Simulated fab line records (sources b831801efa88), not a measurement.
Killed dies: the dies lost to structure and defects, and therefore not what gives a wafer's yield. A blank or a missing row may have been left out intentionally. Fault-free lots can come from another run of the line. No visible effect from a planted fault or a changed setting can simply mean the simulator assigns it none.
fab line records / flow sfq-line
record lots=6 wafers=18 last-day=91
route steps=325 shown M2@92 I2@103
lots that met no fault: taken from a fault-free run of the same line
start-h: hours from the record's first day to the start of the lot's first wafer shown / wait-h: hours elapsed since this lot's preceding step / " same as the row above / L1.1+2: several wafers, shown together as one row / - no value present, or no start provided / * or withheld: withheld / < > ~ a bound
route shown NAME@n: a module of which the file shows steps, and the number in the route of the first / usual: average and standard deviation across the fault-free wafers / same: alike in all rows / chamber/n: place in a boat / sites: per-site readings / _std_site: their standard deviation / _edge_site: mean of outer sites minus mean of inner sites / radius-mm: for every site, how far away it sits from the centre of the wafer / mask NAME#n: copy n / behind: the tool/chamber that last shaped the wafer / hold: why the lot was held/for how many hours/how that ended / device: names the non-switching transistor (n, p or np) / end of line: the route-end tests of the same wafers / a step without rows: its recipe alone / killed: dies that structure and defects cost at the first sort, which is not the same as the wafer's yield / map: the dies of a wafer, with x for killed, . for not killed, _ for no die there
set.NAME: setting as actually run; set.NAME@STEP: the setting as run at that earlier step / model.NAME: the simulator's own value behind a step, which no gauge read
lots at some steps of the route; a table a step, a row a wafer
services: when a tool's chamber went out of use (start-h, in hours from the record's first day, below 0 if earlier), for how many hours, and the reason
## steps
# step SFQ_TRILAYER_M2_LITHO_COAT_062
# recipe resist=BARC spin-rpm=3000 resist-thk-nm=62
# step SFQ_TRILAYER_M2_LITHO_COAT_057
# recipe resist=KrF spin-rpm=3042 resist-thk-nm=600
# step SFQ_TRILAYER_M2_LITHO_SOFTBAKE_061
# recipe temp-c=withheld time-s=withheld resist=KrF
# step SFQ_TRILAYER_M2_LITHO_EXPOSE_058
# recipe mask-id=M2 na=0.6 source-shape=conventional sigma-outer=0.65 target-cd-nm=500 dose-mj=14.4
# step SFQ_TRILAYER_M2_LITHO_PEB_060
# recipe peb-temp-c=115 peb-time-s=60 resist=KrF
# step SFQ_TRILAYER_M2_LITHO_DEVELOP_059
# recipe time-s=60 resist=KrF
# step SFQ_M2_OVL_MEAS_916
# usual M2_OVL=-5/7.4
lot.wafer=L926.1 tool=overlay-02 chamber=- start-h=759.26 wait-h=0.1 M2_OVL[nm]=-3
lot.wafer=L926.3 tool=overlay-02 chamber=- start-h=759.26 wait-h=0.1 M2_OVL[nm]=-2
lot.wafer=L926.6 tool=overlay-02 chamber=- start-h=759.26 wait-h=0.1 M2_OVL[nm]=-8
lot.wafer=L929.1 tool=overlay-02 chamber=- start-h=776.06 wait-h=0.1 M2_OVL[nm]=-10
lot.wafer=L929.2 tool=overlay-02 chamber=- start-h=776.06 wait-h=0.1 M2_OVL[nm]=-8
lot.wafer=L929.3 tool=overlay-02 chamber=- start-h=776.06 wait-h=0.1 M2_OVL[nm]=-12
lot.wafer=L939.2 tool=overlay-02 chamber=- start-h=869.83 wait-h=0.1 M2_OVL[nm]=-2
lot.wafer=L939.5 tool=overlay-02 chamber=- start-h=869.83 wait-h=0.1 M2_OVL[nm]=-4
lot.wafer=L939.6 tool=overlay-02 chamber=- start-h=869.83 wait-h=0.1 M2_OVL[nm]=4
lot.wafer=L940.3 tool=overlay-02 chamber=- start-h=872.24 wait-h=0.1 M2_OVL[nm]=-15
lot.wafer=L940.4 tool=overlay-02 chamber=- start-h=872.24 wait-h=0.1 M2_OVL[nm]=-10
lot.wafer=L940.6 tool=overlay-02 chamber=- start-h=872.24 wait-h=0.1 M2_OVL[nm]=-11
lot.wafer=L944.3 tool=overlay-02 chamber=- start-h=899.84 wait-h=0.1 M2_OVL[nm]=4
lot.wafer=L944.5 tool=overlay-02 chamber=- start-h=899.84 wait-h=0.1 M2_OVL[nm]=7
lot.wafer=L944.6 tool=overlay-02 chamber=- start-h=899.84 wait-h=0.1 M2_OVL[nm]=10
lot.wafer=L949.1 tool=overlay-01 chamber=- start-h=953.88 wait-h=0.1 M2_OVL[nm]=-5
lot.wafer=L949.4 tool=overlay-01 chamber=- start-h=953.88 wait-h=0.1 M2_OVL[nm]=-14
lot.wafer=L949.6 tool=overlay-01 chamber=- start-h=953.88 wait-h=0.1 M2_OVL[nm]=-9
# step SFQ_TRILAYER_M2_BARC_OPEN_METAL_ETCH_077
# recipe mask-material=PR chemistry=O2 target-depth-nm=125 target=BARC icp-w=600 bias-w=80 pressure-mtorr=10 time-s=41.7
# usual drypump-motor-current-A=5.7/0.49 oes-product-au=0.685/0.0049 rf-fwd-power-W=593.7/2.5
lot.wafer=L926.1 tool=rie-metal-02 chamber=0 start-h=759.30 wait-h=0.0 drypump-motor-current-A=6.3 oes-product-au=0.685 rf-fwd-power-W=594.7 rf-hours-counter-h=140
lot.wafer=L926.3 tool=rie-metal-02 chamber=1 start-h=759.30 wait-h=0.0 drypump-motor-current-A=5.1 oes-product-au=0.689 rf-fwd-power-W=593.1 rf-hours-counter-h=-
lot.wafer=L926.6 tool=rie-metal-02 chamber=1 start-h=759.30 wait-h=0.0 drypump-motor-current-A=5.1 oes-product-au=0.691 rf-fwd-power-W=596.8 rf-hours-counter-h=-
lot.wafer=L929.1 tool=rie-metal-02 chamber=0 start-h=776.10 wait-h=0.0 drypump-motor-current-A=6.3 oes-product-au=0.691 rf-fwd-power-W=595.9 rf-hours-counter-h=142
lot.wafer=L929.2 tool=rie-metal-02 chamber=1 start-h=776.10 wait-h=0.0 drypump-motor-current-A=5.1 oes-product-au=0.688 rf-fwd-power-W=594.7 rf-hours-counter-h=74
lot.wafer=L929.3 tool=rie-metal-02 chamber=1 start-h=776.10 wait-h=0.0 drypump-motor-current-A=5.1 oes-product-au=0.678 rf-fwd-power-W=594.5 rf-hours-counter-h=-
lot.wafer=L939.2 tool=rie-metal-02 chamber=0 start-h=869.86 wait-h=0.0 drypump-motor-current-A=6.3 oes-product-au=0.679 rf-fwd-power-W=594.9 rf-hours-counter-h=9
lot.wafer=L939.5 tool=rie-metal-02 chamber=1 start-h=869.86 wait-h=0.0 drypump-motor-current-A=5.1 oes-product-au=0.694 rf-fwd-power-W=595.9 rf-hours-counter-h=-
lot.wafer=L939.6 tool=rie-metal-02 chamber=0 start-h=869.86 wait-h=0.0 drypump-motor-current-A=6.3 oes-product-au=0.692 rf-fwd-power-W=593.5 rf-hours-counter-h=-
lot.wafer=L940.3 tool=rie-metal-03 chamber=1 start-h=872.28 wait-h=0.0 drypump-motor-current-A=5.2 oes-product-au=0.685 rf-fwd-power-W=592.2 rf-hours-counter-h=-
lot.wafer=L940.4 tool=rie-metal-03 chamber=0 start-h=872.28 wait-h=0.0 drypump-motor-current-A=5.5 oes-product-au=0.693 rf-fwd-power-W=592.4 rf-hours-counter-h=-
lot.wafer=L940.6 tool=rie-metal-03 chamber=0 start-h=872.28 wait-h=0.0 drypump-motor-current-A=5.5 oes-product-au=0.682 rf-fwd-power-W=595.0 rf-hours-counter-h=-
lot.wafer=L944.3 tool=rie-metal-03 chamber=1 start-h=899.88 wait-h=0.0 drypump-motor-current-A=5.2 oes-product-au=0.685 rf-fwd-power-W=593.1 rf-hours-counter-h=-
lot.wafer=L944.5 tool=rie-metal-03 chamber=0 start-h=899.88 wait-h=0.0 drypump-motor-current-A=5.5 oes-product-au=0.687 rf-fwd-power-W=594.7 rf-hours-counter-h=-
lot.wafer=L944.6 tool=rie-metal-03 chamber=1 start-h=899.88 wait-h=0.0 drypump-motor-current-A=5.2 oes-product-au=0.687 rf-fwd-power-W=591.4 rf-hours-counter-h=-
lot.wafer=L949.1 tool=rie-metal-04 chamber=1 start-h=953.92 wait-h=0.0 drypump-motor-current-A=6.2 oes-product-au=0.685 rf-fwd-power-W=593.7 rf-hours-counter-h=76
lot.wafer=L949.4 tool=rie-metal-04 chamber=1 start-h=953.92 wait-h=0.0 drypump-motor-current-A=6.2 oes-product-au=0.680 rf-fwd-power-W=594.9 rf-hours-counter-h=-
lot.wafer=L949.6 tool=rie-metal-04 chamber=1 start-h=953.92 wait-h=0.0 drypump-motor-current-A=6.2 oes-product-au=0.682 rf-fwd-power-W=594.3 rf-hours-counter-h=-
# step SFQ_TRILAYER_M2_ETCH_METAL_ETCH_060
# recipe target=Nb stop-on=SiO2 mask-material=PR chemistry=Cl2/Ar target-depth-nm=240 icp-w=600 bias-w=80 pressure-mtorr=10 time-s=120
# usual drypump-motor-current-A=5.7/0.49 oes-product-au=0.894/0.006 rf-fwd-power-W=596.8/1.9
lot.wafer=L926.1 tool=rie-metal-02 chamber=0 start-h=759.35 wait-h=0.0 drypump-motor-current-A=6.3 oes-product-au=0.887 rf-fwd-power-W=601.2 rf-hours-counter-h=140
lot.wafer=L926.3 tool=rie-metal-02 chamber=1 start-h=759.35 wait-h=0.0 drypump-motor-current-A=5.1 oes-product-au=0.890 rf-fwd-power-W=598.3 rf-hours-counter-h=-
lot.wafer=L926.6 tool=rie-metal-02 chamber=1 start-h=759.35 wait-h=0.0 drypump-motor-current-A=5.1 oes-product-au=0.890 rf-fwd-power-W=598.8 rf-hours-counter-h=-
lot.wafer=L929.1 tool=rie-metal-02 chamber=0 start-h=776.15 wait-h=0.0 drypump-motor-current-A=6.3 oes-product-au=0.893 rf-fwd-power-W=600.8 rf-hours-counter-h=143
lot.wafer=L929.2 tool=rie-metal-02 chamber=1 start-h=776.15 wait-h=0.0 drypump-motor-current-A=5.1 oes-product-au=0.898 rf-fwd-power-W=595.8 rf-hours-counter-h=74
lot.wafer=L929.3 tool=rie-metal-02 chamber=1 start-h=776.15 wait-h=0.0 drypump-motor-current-A=5.1 oes-product-au=0.890 rf-fwd-power-W=596.4 rf-hours-counter-h=-
lot.wafer=L939.2 tool=rie-metal-02 chamber=0 start-h=869.92 wait-h=0.0 drypump-motor-current-A=6.3 oes-product-au=0.895 rf-fwd-power-W=599.4 rf-hours-counter-h=9
lot.wafer=L939.5 tool=rie-metal-02 chamber=1 start-h=869.92 wait-h=0.0 drypump-motor-current-A=5.1 oes-product-au=0.891 rf-fwd-power-W=598.8 rf-hours-counter-h=-
lot.wafer=L939.6 tool=rie-metal-02 chamber=0 start-h=869.92 wait-h=0.0 drypump-motor-current-A=6.3 oes-product-au=0.899 rf-fwd-power-W=599.6 rf-hours-counter-h=-
lot.wafer=L940.3 tool=rie-metal-03 chamber=1 start-h=872.37 wait-h=0.1 drypump-motor-current-A=5.2 oes-product-au=0.902 rf-fwd-power-W=596.3 rf-hours-counter-h=-
lot.wafer=L940.4 tool=rie-metal-03 chamber=0 start-h=872.37 wait-h=0.1 drypump-motor-current-A=5.5 oes-product-au=0.898 rf-fwd-power-W=596.2 rf-hours-counter-h=-
lot.wafer=L940.6 tool=rie-metal-03 chamber=0 start-h=872.37 wait-h=0.1 drypump-motor-current-A=5.5 oes-product-au=0.896 rf-fwd-power-W=597.4 rf-hours-counter-h=-
lot.wafer=L944.3 tool=rie-metal-03 chamber=1 start-h=899.97 wait-h=0.1 drypump-motor-current-A=5.2 oes-product-au=0.911 rf-fwd-power-W=594.6 rf-hours-counter-h=-
lot.wafer=L944.5 tool=rie-metal-03 chamber=0 start-h=899.97 wait-h=0.1 drypump-motor-current-A=5.5 oes-product-au=0.900 rf-fwd-power-W=597.5 rf-hours-counter-h=-
lot.wafer=L944.6 tool=rie-metal-03 chamber=1 start-h=899.97 wait-h=0.1 drypump-motor-current-A=5.2 oes-product-au=0.897 rf-fwd-power-W=594.8 rf-hours-counter-h=-
lot.wafer=L949.1 tool=rie-metal-04 chamber=1 start-h=953.98 wait-h=0.0 drypump-motor-current-A=6.2 oes-product-au=0.886 rf-fwd-power-W=598.5 rf-hours-counter-h=76
lot.wafer=L949.4 tool=rie-metal-04 chamber=1 start-h=953.98 wait-h=0.0 drypump-motor-current-A=6.2 oes-product-au=0.889 rf-fwd-power-W=596.8 rf-hours-counter-h=-
lot.wafer=L949.6 tool=rie-metal-04 chamber=1 start-h=953.98 wait-h=0.0 drypump-motor-current-A=6.2 oes-product-au=0.882 rf-fwd-power-W=599.4 rf-hours-counter-h=-
# step SFQ_TRILAYER_M2_STRIP_STRIP_061
# recipe gas=O2 power-w=200 platen-temp-c=40 overash-fraction=0.65 chemistry=O2 pressure-mtorr=50
# usual drypump-motor-current-A=5.7/0.49 oes-product-au=1.002/0.01
lot.wafer=L926.1 tool=rie-metal-02 chamber=0 start-h=759.48 wait-h=0.1 drypump-motor-current-A=6.3 oes-product-au=1.003 rf-hours-counter-h=140
lot.wafer=L926.3 tool=rie-metal-02 chamber=1 start-h=759.48 wait-h=0.1 drypump-motor-current-A=5.1 oes-product-au=1.011 rf-hours-counter-h=-
lot.wafer=L926.6 tool=rie-metal-02 chamber=1 start-h=759.48 wait-h=0.1 drypump-motor-current-A=5.1 oes-product-au=1.005 rf-hours-counter-h=-
lot.wafer=L929.1 tool=rie-metal-02 chamber=0 start-h=776.28 wait-h=0.1 drypump-motor-current-A=6.3 oes-product-au=1.000 rf-hours-counter-h=143
lot.wafer=L929.2 tool=rie-metal-02 chamber=1 start-h=776.28 wait-h=0.1 drypump-motor-current-A=5.1 oes-product-au=1.000 rf-hours-counter-h=74
lot.wafer=L929.3 tool=rie-metal-02 chamber=0 start-h=776.28 wait-h=0.1 drypump-motor-current-A=6.3 oes-product-au=1.002 rf-hours-counter-h=-
lot.wafer=L939.2 tool=rie-metal-02 chamber=0 start-h=870.05 wait-h=0.1 drypump-motor-current-A=6.3 oes-product-au=1.012 rf-hours-counter-h=9
lot.wafer=L939.5 tool=rie-metal-02 chamber=1 start-h=870.05 wait-h=0.1 drypump-motor-current-A=5.1 oes-product-au=1.017 rf-hours-counter-h=-
lot.wafer=L939.6 tool=rie-metal-02 chamber=0 start-h=870.05 wait-h=0.1 drypump-motor-current-A=6.3 oes-product-au=1.010 rf-hours-counter-h=-
lot.wafer=L940.3 tool=rie-metal-03 chamber=1 start-h=872.65 wait-h=0.2 drypump-motor-current-A=5.2 oes-product-au=0.988 rf-hours-counter-h=-
lot.wafer=L940.4 tool=rie-metal-03 chamber=0 start-h=872.65 wait-h=0.2 drypump-motor-current-A=5.5 oes-product-au=0.985 rf-hours-counter-h=-
lot.wafer=L940.6 tool=rie-metal-03 chamber=0 start-h=872.65 wait-h=0.2 drypump-motor-current-A=5.5 oes-product-au=0.978 rf-hours-counter-h=-
lot.wafer=L944.3 tool=rie-metal-03 chamber=1 start-h=900.25 wait-h=0.2 drypump-motor-current-A=5.3 oes-product-au=1.001 rf-hours-counter-h=-
lot.wafer=L944.5 tool=rie-metal-03 chamber=0 start-h=900.25 wait-h=0.2 drypump-motor-current-A=5.5 oes-product-au=0.986 rf-hours-counter-h=-
lot.wafer=L944.6 tool=rie-metal-03 chamber=1 start-h=900.25 wait-h=0.2 drypump-motor-current-A=5.3 oes-product-au=0.991 rf-hours-counter-h=-
lot.wafer=L949.1 tool=rie-metal-04 chamber=1 start-h=954.10 wait-h=0.1 drypump-motor-current-A=6.2 oes-product-au=1.003 rf-hours-counter-h=76
lot.wafer=L949.4 tool=rie-metal-04 chamber=1 start-h=954.10 wait-h=0.1 drypump-motor-current-A=6.2 oes-product-au=1.018 rf-hours-counter-h=-
lot.wafer=L949.6 tool=rie-metal-04 chamber=1 start-h=954.10 wait-h=0.1 drypump-motor-current-A=6.2 oes-product-au=1.008 rf-hours-counter-h=-
# step SFQ_TRILAYER_M2_STRIP_SOLV_CLEAN_062
# recipe chemistry=NMP temp-c=70 time-s=600
# step SFQ_TRILAYER_I2_DEP_PECVD_063
# recipe material=SiO2 temp-c=150 time-s=111.11 pressure-torr=2.4 rf-w=183.3 precursor=SiH4/N2O target-thk-nm=500
# usual heater-power-outer-w=30/6.8 heater-power-w=82/9.2 rf-fwd-power-W=182.6/0.58 run-length-s=138.9/0.38 showerhead-vpp-V=827/29 throttle-valve-pct=24.8/1.2
lot.wafer=L926.1 tool=pecvd-04 chamber=1 start-h=760.25 wait-h=0.0 heater-power-outer-w=37 heater-power-w=84 rf-fwd-power-W=183.1 run-length-s=138.8 showerhead-vpp-V=840 throttle-valve-pct=23.3 model.SiO2_of_TRILAYER_I2_DEP_PECVD_063.thk-nm=504.1
lot.wafer=L926.3 tool=pecvd-04 chamber=0 start-h=760.25 wait-h=0.0 heater-power-outer-w=23 heater-power-w=64 rf-fwd-power-W=181.6 run-length-s=138.8 showerhead-vpp-V=837 throttle-valve-pct=24.2 model.SiO2_of_TRILAYER_I2_DEP_PECVD_063.thk-nm=509.8
lot.wafer=L926.6 tool=pecvd-04 chamber=2 start-h=760.25 wait-h=0.0 heater-power-outer-w=15 heater-power-w=77 rf-fwd-power-W=181.5 run-length-s=139.5 showerhead-vpp-V=883 throttle-valve-pct=23.5 model.SiO2_of_TRILAYER_I2_DEP_PECVD_063.thk-nm=510.3
lot.wafer=L929.1 tool=pecvd-03 chamber=2 start-h=777.05 wait-h=0.0 heater-power-outer-w=40 heater-power-w=92 rf-fwd-power-W=182.7 run-length-s=138.4 showerhead-vpp-V=783 throttle-valve-pct=23.4 model.SiO2_of_TRILAYER_I2_DEP_PECVD_063.thk-nm=493.6
lot.wafer=L929.2 tool=pecvd-03 chamber=1 start-h=777.05 wait-h=0.0 heater-power-outer-w=33 heater-power-w=90 rf-fwd-power-W=183.2 run-length-s=138.5 showerhead-vpp-V=812 throttle-valve-pct=25.7 model.SiO2_of_TRILAYER_I2_DEP_PECVD_063.thk-nm=494.3
lot.wafer=L929.3 tool=pecvd-03 chamber=0 start-h=777.05 wait-h=0.0 heater-power-outer-w=25 heater-power-w=79 rf-fwd-power-W=182.9 run-length-s=139.1 showerhead-vpp-V=781 throttle-valve-pct=24.7 model.SiO2_of_TRILAYER_I2_DEP_PECVD_063.thk-nm=488.8
lot.wafer=L939.2 tool=pecvd-03 chamber=1 start-h=870.82 wait-h=0.0 heater-power-outer-w=27 heater-power-w=82 rf-fwd-power-W=182.5 run-length-s=161.3 showerhead-vpp-V=796 throttle-valve-pct=25.9 model.SiO2_of_TRILAYER_I2_DEP_PECVD_063.thk-nm=594.6
lot.wafer=L939.5 tool=pecvd-03 chamber=2 start-h=870.82 wait-h=0.0 heater-power-outer-w=40 heater-power-w=92 rf-fwd-power-W=183.3 run-length-s=161.0 showerhead-vpp-V=794 throttle-valve-pct=23.2 model.SiO2_of_TRILAYER_I2_DEP_PECVD_063.thk-nm=593.9
lot.wafer=L939.6 tool=pecvd-03 chamber=1 start-h=870.82 wait-h=0.0 heater-power-outer-w=28 heater-power-w=84 rf-fwd-power-W=183.0 run-length-s=160.9 showerhead-vpp-V=804 throttle-valve-pct=26.1 model.SiO2_of_TRILAYER_I2_DEP_PECVD_063.thk-nm=608.5
lot.wafer=L940.3 tool=pecvd-04 chamber=0 start-h=873.26 wait-h=0.0 heater-power-outer-w=19 heater-power-w=58 rf-fwd-power-W=182.9 run-length-s=139.3 showerhead-vpp-V=828 throttle-valve-pct=24.6 model.SiO2_of_TRILAYER_I2_DEP_PECVD_063.thk-nm=507.1
lot.wafer=L940.4 tool=pecvd-04 chamber=2 start-h=873.26 wait-h=0.0 heater-power-outer-w=20 heater-power-w=82 rf-fwd-power-W=182.8 run-length-s=138.9 showerhead-vpp-V=877 throttle-valve-pct=23.4 model.SiO2_of_TRILAYER_I2_DEP_PECVD_063.thk-nm=500.1
lot.wafer=L940.6 tool=pecvd-04 chamber=0 start-h=873.26 wait-h=0.0 heater-power-outer-w=22 heater-power-w=63 rf-fwd-power-W=182.6 run-length-s=139.0 showerhead-vpp-V=840 throttle-valve-pct=24.3 model.SiO2_of_TRILAYER_I2_DEP_PECVD_063.thk-nm=511.8
lot.wafer=L944.3 tool=pecvd-03 chamber=1 start-h=900.82 wait-h=0.0 heater-power-outer-w=33 heater-power-w=90 rf-fwd-power-W=182.9 run-length-s=160.7 showerhead-vpp-V=804 throttle-valve-pct=26.1 model.SiO2_of_TRILAYER_I2_DEP_PECVD_063.thk-nm=596.4
lot.wafer=L944.5 tool=pecvd-03 chamber=2 start-h=900.82 wait-h=0.0 heater-power-outer-w=40 heater-power-w=90 rf-fwd-power-W=183.2 run-length-s=160.6 showerhead-vpp-V=805 throttle-valve-pct=23.3 model.SiO2_of_TRILAYER_I2_DEP_PECVD_063.thk-nm=595.7
lot.wafer=L944.6 tool=pecvd-03 chamber=0 start-h=900.82 wait-h=0.0 heater-power-outer-w=34 heater-power-w=88 rf-fwd-power-W=182.0 run-length-s=160.9 showerhead-vpp-V=790 throttle-valve-pct=25.3 model.SiO2_of_TRILAYER_I2_DEP_PECVD_063.thk-nm=601.2
lot.wafer=L949.1 tool=pecvd-02 chamber=1 start-h=954.88 wait-h=0.0 heater-power-outer-w=34 heater-power-w=84 rf-fwd-power-W=182.7 run-length-s=138.4 showerhead-vpp-V=860 throttle-valve-pct=27.2 model.SiO2_of_TRILAYER_I2_DEP_PECVD_063.thk-nm=493.1
lot.wafer=L949.4 tool=pecvd-02 chamber=1 start-h=954.88 wait-h=0.0 heater-power-outer-w=36 heater-power-w=87 rf-fwd-power-W=183.1 run-length-s=138.0 showerhead-vpp-V=859 throttle-valve-pct=27.0 model.SiO2_of_TRILAYER_I2_DEP_PECVD_063.thk-nm=506.9
lot.wafer=L949.6 tool=pecvd-02 chamber=0 start-h=954.88 wait-h=0.0 heater-power-outer-w=29 heater-power-w=72 rf-fwd-power-W=180.6 run-length-s=138.6 showerhead-vpp-V=792 throttle-valve-pct=25.1 model.SiO2_of_TRILAYER_I2_DEP_PECVD_063.thk-nm=502
# step SFQ_TRILAYER_I2_CMP_CMP_064
# recipe material=SiO2 down-force-psi=3 platen-rpm=60 pad-velocity-m-s=0.94248
# usual motor-current-A=10.7/0.94 time-to-endpoint-s=220/7.2
lot.wafer=L926.1 tool=cmp-02 chamber=1 start-h=765.81 wait-h=5.5 motor-current-A=9.7 time-to-endpoint-s=213
lot.wafer=L926.3 tool=cmp-02 chamber=3 start-h=766.81 wait-h=6.5 motor-current-A=10.8 time-to-endpoint-s=221
lot.wafer=L926.6 tool=cmp-02 chamber=2 start-h=768.31 wait-h=8.0 motor-current-A=10.7 time-to-endpoint-s=216
lot.wafer=L929.1 tool=cmp-02 chamber=2 start-h=783.60 wait-h=6.5 motor-current-A=11.0 time-to-endpoint-s=210
lot.wafer=L929.3 tool=cmp-02 chamber=3 start-h=783.60 wait-h=6.5 motor-current-A=11.0 time-to-endpoint-s=213
lot.wafer=L929.2 tool=cmp-02 chamber=0 start-h=783.60 wait-h=6.5 motor-current-A=11.5 time-to-endpoint-s=211
lot.wafer=L939.2 tool=cmp-02 chamber=3 start-h=880.60 wait-h=9.7 motor-current-A=11.1 time-to-endpoint-s=296
lot.wafer=L939.5 tool=cmp-02 chamber=1 start-h=881.60 wait-h=10.7 motor-current-A=10.3 time-to-endpoint-s=288
lot.wafer=L939.6 tool=cmp-02 chamber=2 start-h=881.60 wait-h=10.7 motor-current-A=11.0 time-to-endpoint-s=292
lot.wafer=L940.4 tool=cmp-01 chamber=2 start-h=882.52 wait-h=9.2 motor-current-A=8.9 time-to-endpoint-s=224
lot.wafer=L940.3 tool=cmp-01 chamber=1 start-h=884.02 wait-h=10.7 motor-current-A=9.7 time-to-endpoint-s=230
lot.wafer=L940.6 tool=cmp-01 chamber=2 start-h=884.02 wait-h=10.7 motor-current-A=9.1 time-to-endpoint-s=230
lot.wafer=L944.3 tool=cmp-02 chamber=3 start-h=913.60 wait-h=12.7 motor-current-A=11.4 time-to-endpoint-s=292
lot.wafer=L944.6 tool=cmp-02 chamber=1 start-h=914.60 wait-h=13.7 motor-current-A=10.1 time-to-endpoint-s=286
lot.wafer=L944.5 tool=cmp-02 chamber=2 start-h=914.60 wait-h=13.7 motor-current-A=11.1 time-to-endpoint-s=279
lot.wafer=L949.4 tool=cmp-02 chamber=3 start-h=974.56 wait-h=19.6 motor-current-A=11.3 time-to-endpoint-s=227
lot.wafer=L949.1 tool=cmp-02 chamber=0 start-h=974.56 wait-h=19.6 motor-current-A=11.3 time-to-endpoint-s=215
lot.wafer=L949.6 tool=cmp-02 chamber=2 start-h=976.06 wait-h=21.1 motor-current-A=11.1 time-to-endpoint-s=213
# step SFQ_I2_BOW_MEAS_917
# recipe mode=bow
# usual I2_BOW=1/7.5
lot.wafer=L926.1 tool=film-metro-01 chamber=- start-h=768.81 wait-h=2.5 I2_BOW[um]=6
lot.wafer=L926.3 tool=film-metro-01 chamber=- start-h=768.81 wait-h=2.5 I2_BOW[um]=-3
lot.wafer=L926.6 tool=film-metro-01 chamber=- start-h=768.81 wait-h=2.5 I2_BOW[um]=-9
lot.wafer=L929.1 tool=film-metro-02 chamber=- start-h=786.60 wait-h=2.5 I2_BOW[um]=2
lot.wafer=L929.2 tool=film-metro-02 chamber=- start-h=786.60 wait-h=2.5 I2_BOW[um]=12
lot.wafer=L929.3 tool=film-metro-02 chamber=- start-h=786.60 wait-h=2.5 I2_BOW[um]=7
lot.wafer=L939.2 tool=film-metro-01 chamber=- start-h=882.62 wait-h=1.5 I2_BOW[um]=11
lot.wafer=L939.5 tool=film-metro-01 chamber=- start-h=882.62 wait-h=1.5 I2_BOW[um]=-1
lot.wafer=L939.6 tool=film-metro-01 chamber=- start-h=882.62 wait-h=1.5 I2_BOW[um]=4
lot.wafer=L940.3 tool=film-metro-04 chamber=- start-h=885.56 wait-h=1.0 I2_BOW[um]=6
lot.wafer=L940.4 tool=film-metro-04 chamber=- start-h=885.56 wait-h=1.0 I2_BOW[um]=-3
lot.wafer=L940.6 tool=film-metro-04 chamber=- start-h=885.56 wait-h=1.0 I2_BOW[um]=-2
lot.wafer=L944.3 tool=film-metro-04 chamber=- start-h=915.64 wait-h=1.5 I2_BOW[um]=4
lot.wafer=L944.5 tool=film-metro-04 chamber=- start-h=915.64 wait-h=1.5 I2_BOW[um]=6
lot.wafer=L944.6 tool=film-metro-04 chamber=- start-h=915.64 wait-h=1.5 I2_BOW[um]=10
lot.wafer=L949.1 tool=film-metro-02 chamber=- start-h=976.56 wait-h=1.0 I2_BOW[um]=0
lot.wafer=L949.4 tool=film-metro-02 chamber=- start-h=976.56 wait-h=1.0 I2_BOW[um]=7
lot.wafer=L949.6 tool=film-metro-02 chamber=- start-h=976.56 wait-h=1.0 I2_BOW[um]=13
## services
tool=cmp-01 chamber=- start-h=743.22 hours=1.2 kind=repair
tool=cmp-02 chamber=- start-h=746.81 hours=4.0 kind=pm
tool=cmp-01 chamber=- start-h=762.62 hours=2.9 kind=repair
tool=pecvd-02 chamber=0 start-h=766.55 hours=2.0 kind=repair
tool=pecvd-04 chamber=2 start-h=767.59 hours=49.1 kind=repair
tool=cmp-01 chamber=- start-h=784.97 hours=1.5 kind=repair
tool=rie-metal-04 chamber=- start-h=789.94 hours=2.1 kind=repair
tool=rie-metal-02 chamber=0 start-h=793.35 hours=- kind=clean
tool=rie-metal-02 chamber=0 start-h=793.35 hours=19.0 kind=scheduled-down
tool=rie-metal-02 chamber=0 start-h=793.35 hours=19.0 kind=vent-cycle
tool=cmp-01 chamber=- start-h=800.92 hours=0.5 kind=repair
tool=cmp-02 chamber=- start-h=818.42 hours=0.6 kind=repair
tool=cmp-02 chamber=- start-h=827.34 hours=0.8 kind=repair
tool=cmp-01 chamber=- start-h=829.82 hours=0.2 kind=repair
tool=pecvd-03 chamber=- start-h=834.48 hours=2.8 kind=pm
tool=pecvd-04 chamber=1 start-h=854.87 hours=18.6 kind=repair
tool=cmp-01 chamber=- start-h=889.96 hours=2.0 kind=repair
tool=pecvd-04 chamber=0 start-h=890.12 hours=6.0 kind=repair
tool=cmp-01 chamber=- start-h=917.11 hours=3.1 kind=pm
tool=cmp-01 chamber=- start-h=920.22 hours=4.0 kind=pm
tool=rie-metal-04 chamber=- start-h=922.10 hours=1.0 kind=repair
tool=pecvd-04 chamber=1 start-h=936.60 hours=7.3 kind=repair
tool=pecvd-02 chamber=- start-h=951.92 hours=0.3 kind=repair
tool=cmp-02 chamber=- start-h=959.31 hours=2.2 kind=repair
## key
first-sign step=SFQ_TRILAYER_I2_DEP_PECVD_063 reading=run-length-s direction=up sigmas=58 usual=* struck=*
effect step=SFQ_TRILAYER_I2_CMP_CMP_064 reading=time-to-endpoint-s direction=up sigmas=9.6 usual=* struck=*
model-effect step=SFQ_TRILAYER_I2_DEP_PECVD_063 value=SiO2_of_TRILAYER_I2_DEP_PECVD_063.thk-nm without=498.9 struck=598.4
met-at SFQ_TRILAYER_I2_DEP_PECVD_063
struck-wafers L939.2,L939.5,L939.6,L944.3,L944.5,L944.6
onset-between 777.05 870.82
fault kind=process-parameter-drift tool=pecvd-03 chamber=- onset-h=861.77 steps=SFQ_TRILAYER_I2_DEP_PECVD_063 channel=time-s offset=* shape=step end-h=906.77 acts-in=* stated=*
